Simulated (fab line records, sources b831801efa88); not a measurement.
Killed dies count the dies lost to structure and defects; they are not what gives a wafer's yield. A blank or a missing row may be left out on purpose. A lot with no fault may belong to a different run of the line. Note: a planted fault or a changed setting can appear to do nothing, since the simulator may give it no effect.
Which tool was responsible? || flow gf180mcu || 12 lots with 36 wafers sampled at 6 steps, on a route of 602 steps

## WHAT THE GAUGES READ, wafer by wafer
GF_NWELL_TW_MEAS_11. Usual: for NWELL_TW the level is 1572 and the standard deviation is 8.4.
{"lot": "L737", "measured": "day 3 07:11", "on": "film metro-04", "NWELL_TW": "1576 1577 1591", "flag": ""}
{"lot": "L738", "measured": "day 3 13:17", "on": "film metro-03", "NWELL_TW": "1573 1566 1582", "flag": ""}
{"lot": "L741", "measured": "day 4 05:38", "on": "film metro-03", "NWELL_TW": "1563 1562 1557", "flag": ""}
{"lot": "L742", "measured": "day 4 11:14", "on": "film metro-03", "NWELL_TW": "1560 1558 1562", "flag": ""}
{"lot": "L743", "measured": "day 4 17:32", "on": "film metro-04", "NWELL_TW": "1580 1570 1577", "flag": ""}
{"lot": "L744", "measured": "day 4 22:59", "on": "film metro-01", "NWELL_TW": "1582 1583 1580", "flag": ""}
{"lot": "L747", "measured": "day 5 15:20", "on": "film metro-01", "NWELL_TW": "1575 1576 1580", "flag": ""}
{"lot": "L754", "measured": "day 7 05:37", "on": "film metro-04", "NWELL_TW": "1575 1567 1560", "flag": ""}
{"lot": "L755", "measured": "day 7 10:43", "on": "film metro-04", "NWELL_TW": "1530 1528 1526", "flag": "OFF"}
{"lot": "L756", "measured": "day 7 15:18", "on": "film metro-04", "NWELL_TW": "1526 1526 1535", "flag": "OFF"}
{"lot": "L758", "measured": "day 8 04:11", "on": "film metro-04", "NWELL_TW": "1578 1575 1578", "flag": ""}
{"lot": "L759", "measured": "day 8 08:32", "on": "film metro-01", "NWELL_TW": "1545 1547 1545", "flag": "OFF"}

GF_VT_IMPLANT_OVL_MEAS_18. Usual: for VT_IMPLANT_01_OVL the level is -0.3 nm and the standard deviation is 1.4.
{"lot": "L737", "measured": "day 6 03:21", "on": "overlay-01", "VT_IMPLANT_01_OVL (nm)": "-0.9 -0.2 -1.2", "flag": ""}
{"lot": "L738", "measured": "day 6 11:20", "on": "overlay-02", "VT_IMPLANT_01_OVL (nm)": "0.9 -1.3 -0.3", "flag": ""}
{"lot": "L741", "measured": "day 7 06:05", "on": "overlay-02", "VT_IMPLANT_01_OVL (nm)": "-0.3 1.2 1.6", "flag": ""}
{"lot": "L742", "measured": "day 7 13:49", "on": "overlay-01", "VT_IMPLANT_01_OVL (nm)": "-2.1 0.8 -1.2", "flag": ""}
{"lot": "L743", "measured": "day 7 20:17", "on": "overlay-01", "VT_IMPLANT_01_OVL (nm)": "-1.3 -0.4 -0.5", "flag": ""}
{"lot": "L744", "measured": "day 8 03:39", "on": "overlay-02", "VT_IMPLANT_01_OVL (nm)": "1.3 -1.1 0.6", "flag": ""}
{"lot": "L747", "measured": "day 8 22:33", "on": "overlay-02", "VT_IMPLANT_01_OVL (nm)": "-1.0 0.0 -1.7", "flag": ""}
{"lot": "L754", "measured": "day 10 20:30", "on": "overlay-01", "VT_IMPLANT_01_OVL (nm)": "0.6 1.8 1.4", "flag": ""}
{"lot": "L755", "measured": "day 11 01:17", "on": "overlay-02", "VT_IMPLANT_01_OVL (nm)": "-0.2 0.4 0.2", "flag": ""}
{"lot": "L756", "measured": "day 11 06:12", "on": "overlay-02", "VT_IMPLANT_01_OVL (nm)": "-0.5 0.0 -0.4", "flag": ""}
{"lot": "L758", "measured": "day 11 21:41", "on": "overlay-02", "VT_IMPLANT_01_OVL (nm)": "-1.6 -1.7 -1.4", "flag": ""}
{"lot": "L759", "measured": "day 12 02:35", "on": "overlay-01", "VT_IMPLANT_01_OVL (nm)": "0.9 -0.9 0.1", "flag": ""}

GF_VT_IMPLANT_RS_MEAS_47: uses a four-point probe to measure. Usual: for NWELL_RS the level is 487.8 ohm/sq and the standard deviation is 1.4.
{"lot": "L737", "measured": "day 7 10:58", "on": "film metro-01", "NWELL_RS (ohm/sq)": "486.8 485.7 486.9", "flag": ""}
{"lot": "L738", "measured": "day 7 20:19", "on": "film metro-04", "NWELL_RS (ohm/sq)": "487.3 486.7 486.4", "flag": ""}
{"lot": "L741", "measured": "day 8 16:16", "on": "film metro-03", "NWELL_RS (ohm/sq)": "485.9 487.6 486.5", "flag": ""}
{"lot": "L742", "measured": "day 8 23:47", "on": "film metro-01", "NWELL_RS (ohm/sq)": "489.8 489.9 490.1", "flag": ""}
{"lot": "L743", "measured": "day 9 06:49", "on": "film metro-01", "NWELL_RS (ohm/sq)": "485.9 486.3 486.2", "flag": ""}
{"lot": "L744", "measured": "day 9 14:51", "on": "film metro-03", "NWELL_RS (ohm/sq)": "487.8 488.9 488.6", "flag": ""}
{"lot": "L747", "measured": "day 10 09:56", "on": "film metro-03", "NWELL_RS (ohm/sq)": "486.3 486.6 485.5", "flag": ""}
{"lot": "L754", "measured": "day 12 10:15", "on": "film metro-04", "NWELL_RS (ohm/sq)": "488.6 488.5 487.9", "flag": ""}
{"lot": "L755", "measured": "day 12 15:58", "on": "film metro-04", "NWELL_RS (ohm/sq)": "510.7 512.6 512.1", "flag": "OFF"}
{"lot": "L756", "measured": "day 12 21:34", "on": "film metro-03", "NWELL_RS (ohm/sq)": "506.9 506.9 507.7", "flag": "OFF"}
{"lot": "L758", "measured": "day 13 13:01", "on": "film metro-04", "NWELL_RS (ohm/sq)": "489.1 489.6 488.2", "flag": ""}
{"lot": "L759", "measured": "day 13 18:44", "on": "film metro-04", "NWELL_RS (ohm/sq)": "506.9 508.8 508.5", "flag": "OFF"}

## WHAT TOOL EACH LOT RAN ON (gives the tool, then ch and the chambers of the sampled wafers, and finally the start)
{"lot": "L737", "GF_NWELL_IMPLANT_08": "implanter-02 ch 0, day 3 06:47", "GF_NWELL_STRIP_10": "plasma asher-03 ch 0,1, day 3 07:05", "GF_VT_IMPLANT_STRIP_31": "plasma asher-02 ch 0,1, day 6 18:52"}
{"lot": "L738", "GF_NWELL_IMPLANT_08": "implanter-03 ch 0, day 3 12:53", "GF_NWELL_STRIP_10": "plasma asher-03 ch 0,1, day 3 13:11", "GF_VT_IMPLANT_STRIP_31": "plasma asher-01 ch 0,1, day 7 03:40"}
{"lot": "L741", "GF_NWELL_IMPLANT_08": "implanter-01 ch 0, day 4 05:14", "GF_NWELL_STRIP_10": "plasma asher-03 ch 0,1, day 4 05:32", "GF_VT_IMPLANT_STRIP_31": "plasma asher-02 ch 0,1, day 7 22:55"}
{"lot": "L742", "GF_NWELL_IMPLANT_08": "implanter-02 ch 0, day 4 10:52", "GF_NWELL_STRIP_10": "plasma asher-01 ch 0,1, day 4 11:10", "GF_VT_IMPLANT_STRIP_31": "plasma asher-03 ch 0,1, day 8 06:22"}
{"lot": "L743", "GF_NWELL_IMPLANT_08": "implanter-02 ch 0, day 4 17:09", "GF_NWELL_STRIP_10": "plasma asher-02 ch 0,1, day 4 17:25", "GF_VT_IMPLANT_STRIP_31": "plasma asher-01 ch 0, day 8 12:58"}
{"lot": "L744", "GF_NWELL_IMPLANT_08": "implanter-02 ch 0, day 4 22:37", "GF_NWELL_STRIP_10": "plasma asher-02 ch 0,1, day 4 22:55", "GF_VT_IMPLANT_STRIP_31": "plasma asher-02 ch 0,1, day 8 20:58"}
{"lot": "L747", "GF_NWELL_IMPLANT_08": "implanter-01 ch 0, day 5 14:58", "GF_NWELL_STRIP_10": "plasma asher-02 ch 0,1, day 5 15:16", "GF_VT_IMPLANT_STRIP_31": "plasma asher-03 ch 0,1, day 9 15:40"}
{"lot": "L754", "GF_NWELL_IMPLANT_08": "implanter-01 ch 0, day 7 05:13", "GF_NWELL_STRIP_10": "plasma asher-02 ch 0,1, day 7 05:31", "GF_VT_IMPLANT_STRIP_31": "plasma asher-02 ch 0,1, day 11 14:55"}
{"lot": "L755", "GF_NWELL_IMPLANT_08": "implanter-02 ch 0, day 7 10:19", "GF_NWELL_STRIP_10": "plasma asher-01 ch 0,1, day 7 10:37", "GF_VT_IMPLANT_STRIP_31": "plasma asher-03 ch 0,1, day 11 20:05"}
{"lot": "L756", "GF_NWELL_IMPLANT_08": "implanter-02 ch 0, day 7 14:57", "GF_NWELL_STRIP_10": "plasma asher-03 ch 0,1, day 7 15:13", "GF_VT_IMPLANT_STRIP_31": "plasma asher-02 ch 0,1, day 12 01:13"}
{"lot": "L758", "GF_NWELL_IMPLANT_08": "implanter-03 ch 0, day 8 03:47", "GF_NWELL_STRIP_10": "plasma asher-01 ch 0,1, day 8 04:05", "GF_VT_IMPLANT_STRIP_31": "plasma asher-03 ch 0,1, day 12 16:49"}
{"lot": "L759", "GF_NWELL_IMPLANT_08": "implanter-02 ch 0, day 8 08:09", "GF_NWELL_STRIP_10": "plasma asher-01 ch 0,1, day 8 08:25", "GF_VT_IMPLANT_STRIP_31": "plasma asher-01 ch 0,1, day 12 22:17"}
- GF_NWELL_IMPLANT_08
- GF_NWELL_STRIP_10: strips in O2/N2.
- GF_VT_IMPLANT_STRIP_31: strips in O2/N2.

## WHAT THE TOOLS THEMSELVES READ (means of the sampled wafers that have a number; where no wafer has one, the mark that the record gives instead)
GF_NWELL_IMPLANT_08. Usual: beam on s 10.05 s, standard deviation 0.18; tilt deg 0.001 degrees, standard deviation 0.021.
{"lot": "L737", "tool": "implanter-02", "beam on s (s)": 10.25, "tilt deg (degrees)": -0.001, "flag": ""}
{"lot": "L738", "tool": "implanter-03", "beam on s (s)": 9.79, "tilt deg (degrees)": -0.025, "flag": ""}
{"lot": "L741", "tool": "implanter-01", "beam on s (s)": 10.19, "tilt deg (degrees)": 0.007, "flag": ""}
{"lot": "L742", "tool": "implanter-02", "beam on s (s)": 10.14, "tilt deg (degrees)": -0.007, "flag": ""}
{"lot": "L743", "tool": "implanter-02", "beam on s (s)": 10.07, "tilt deg (degrees)": 0.002, "flag": ""}
{"lot": "L744", "tool": "implanter-02", "beam on s (s)": 10.00, "tilt deg (degrees)": -0.019, "flag": ""}
{"lot": "L747", "tool": "implanter-01", "beam on s (s)": 10.07, "tilt deg (degrees)": 0.023, "flag": ""}
{"lot": "L754", "tool": "implanter-01", "beam on s (s)": 9.87, "tilt deg (degrees)": -0.027, "flag": ""}
{"lot": "L755", "tool": "implanter-02", "beam on s (s)": 10.08, "tilt deg (degrees)": -0.005, "flag": ""}
{"lot": "L756", "tool": "implanter-02", "beam on s (s)": 10.00, "tilt deg (degrees)": -0.011, "flag": ""}
{"lot": "L758", "tool": "implanter-03", "beam on s (s)": 9.94, "tilt deg (degrees)": -0.004, "flag": ""}
{"lot": "L759", "tool": "implanter-02", "beam on s (s)": 10.11, "tilt deg (degrees)": 0.020, "flag": ""}

GF_NWELL_STRIP_10. Usual: drypump motor current A 5.6 A, standard deviation 0.59; heater power w 318 W, standard deviation 12; oes product au 0.722 a.u., standard deviation 0.0044; strip time to endpoint s 37.01 s, standard deviation 0.11.
{"lot": "L737", "tool": "plasma asher-03", "drypump motor current A (A)": 5.3, "heater power w (W)": 320, "oes product au (a.u.)": 0.723, "strip time to endpoint s (s)": 36.90, "flag": ""}
{"lot": "L738", "tool": "plasma asher-03", "drypump motor current A (A)": 5.3, "heater power w (W)": 325, "oes product au (a.u.)": 0.724, "strip time to endpoint s (s)": 36.76, "flag": ""}
{"lot": "L741", "tool": "plasma asher-03", "drypump motor current A (A)": 5.3, "heater power w (W)": 325, "oes product au (a.u.)": 0.721, "strip time to endpoint s (s)": 36.93, "flag": ""}
{"lot": "L742", "tool": "plasma asher-01", "drypump motor current A (A)": 6.2, "heater power w (W)": 326, "oes product au (a.u.)": 0.723, "strip time to endpoint s (s)": 36.91, "flag": ""}
{"lot": "L743", "tool": "plasma asher-02", "drypump motor current A (A)": 6.0, "heater power w (W)": 312, "oes product au (a.u.)": 0.723, "strip time to endpoint s (s)": 36.92, "flag": ""}
{"lot": "L744", "tool": "plasma asher-02", "drypump motor current A (A)": 6.2, "heater power w (W)": 310, "oes product au (a.u.)": 0.720, "strip time to endpoint s (s)": 37.11, "flag": ""}
{"lot": "L747", "tool": "plasma asher-02", "drypump motor current A (A)": 6.0, "heater power w (W)": 308, "oes product au (a.u.)": 0.723, "strip time to endpoint s (s)": 37.05, "flag": ""}
{"lot": "L754", "tool": "plasma asher-02", "drypump motor current A (A)": 6.0, "heater power w (W)": 307, "oes product au (a.u.)": 0.719, "strip time to endpoint s (s)": 37.01, "flag": ""}
{"lot": "L755", "tool": "plasma asher-01", "drypump motor current A (A)": 6.3, "heater power w (W)": 323, "oes product au (a.u.)": 0.722, "strip time to endpoint s (s)": 37.12, "flag": ""}
{"lot": "L756", "tool": "plasma asher-03", "drypump motor current A (A)": 5.2, "heater power w (W)": 317, "oes product au (a.u.)": 0.722, "strip time to endpoint s (s)": 37.18, "flag": ""}
{"lot": "L758", "tool": "plasma asher-01", "drypump motor current A (A)": 6.3, "heater power w (W)": 327, "oes product au (a.u.)": 0.721, "strip time to endpoint s (s)": 37.04, "flag": ""}
{"lot": "L759", "tool": "plasma asher-01", "drypump motor current A (A)": 5.8, "heater power w (W)": 319, "oes product au (a.u.)": 0.722, "strip time to endpoint s (s)": 36.99, "flag": ""}

GF_VT_IMPLANT_STRIP_31. Usual: drypump motor current A 5.8 A, standard deviation 0.66; heater power w 318 W, standard deviation 10; oes product au 0.716 a.u., standard deviation 0.0048; strip time to endpoint s 12.65 s, standard deviation 0.041.
{"lot": "L737", "tool": "plasma asher-02", "drypump motor current A (A)": 6.0, "heater power w (W)": 304, "oes product au (a.u.)": 0.718, "strip time to endpoint s (s)": 12.68, "flag": ""}
{"lot": "L738", "tool": "plasma asher-01", "drypump motor current A (A)": 5.7, "heater power w (W)": 319, "oes product au (a.u.)": 0.719, "strip time to endpoint s (s)": 12.68, "flag": ""}
{"lot": "L741", "tool": "plasma asher-02", "drypump motor current A (A)": 6.2, "heater power w (W)": 305, "oes product au (a.u.)": 0.720, "strip time to endpoint s (s)": 12.65, "flag": ""}
{"lot": "L742", "tool": "plasma asher-03", "drypump motor current A (A)": 5.2, "heater power w (W)": 318, "oes product au (a.u.)": 0.717, "strip time to endpoint s (s)": 12.62, "flag": ""}
{"lot": "L743", "tool": "plasma asher-01", "drypump motor current A (A)": 6.8, "heater power w (W)": 323, "oes product au (a.u.)": 0.716, "strip time to endpoint s (s)": 12.56, "flag": ""}
{"lot": "L744", "tool": "plasma asher-02", "drypump motor current A (A)": 6.0, "heater power w (W)": 310, "oes product au (a.u.)": 0.719, "strip time to endpoint s (s)": 12.67, "flag": ""}
{"lot": "L747", "tool": "plasma asher-03", "drypump motor current A (A)": 5.3, "heater power w (W)": 323, "oes product au (a.u.)": 0.717, "strip time to endpoint s (s)": 12.66, "flag": ""}
{"lot": "L754", "tool": "plasma asher-02", "drypump motor current A (A)": 6.2, "heater power w (W)": 314, "oes product au (a.u.)": 0.719, "strip time to endpoint s (s)": 12.64, "flag": ""}
{"lot": "L755", "tool": "plasma asher-03", "drypump motor current A (A)": 5.2, "heater power w (W)": 315, "oes product au (a.u.)": 0.712, "strip time to endpoint s (s)": 12.65, "flag": ""}
{"lot": "L756", "tool": "plasma asher-02", "drypump motor current A (A)": 6.0, "heater power w (W)": 312, "oes product au (a.u.)": 0.718, "strip time to endpoint s (s)": 12.57, "flag": ""}
{"lot": "L758", "tool": "plasma asher-03", "drypump motor current A (A)": 5.3, "heater power w (W)": 320, "oes product au (a.u.)": 0.718, "strip time to endpoint s (s)": 12.67, "flag": ""}
{"lot": "L759", "tool": "plasma asher-01", "drypump motor current A (A)": 6.2, "heater power w (W)": 324, "oes product au (a.u.)": 0.713, "strip time to endpoint s (s)": 12.68, "flag": ""}

## THE ANSWER, worked out from the rows above alone
Rule: a lot counts as off when the mean over its wafers that have a number is more than 3 standard deviations away from the usual mean. Also off: a lot with no number at a reading for which 4 or more lots have one. Any other lot the step has rows for is counted as sound. The gauges are gone through in route order, then the tools' own readings, and for those a lot's mean is taken as printed above. The first step at which some lot is off is used, and at that step the reading that is off furthest; a lot without a number counts as furthest.
Off: L755, L756, L759, seen at GF_NWELL_TW_MEAS_11 (NWELL_TW).
A tool fits if, at a process step before that reading, it ran every lot that is off, and no sound lot after the first of them. Those tools and the gauges at GF_NWELL_TW_MEAS_11 are tried in the same way. One fits: GF_NWELL_IMPLANT_08 on implanter-02. Its last sound lot is L744 (day 4 22:37), its first lot that is off L755 (day 7 10:19): a fault that began between those two fits.

## WHAT THE SIMULATOR HAD INSERTED
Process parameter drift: implanter-02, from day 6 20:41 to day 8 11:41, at GF_NWELL_IMPLANT_08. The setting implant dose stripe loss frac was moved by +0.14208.
Lots struck among those shown: L755, L756, L759. Same finding as the rule above.
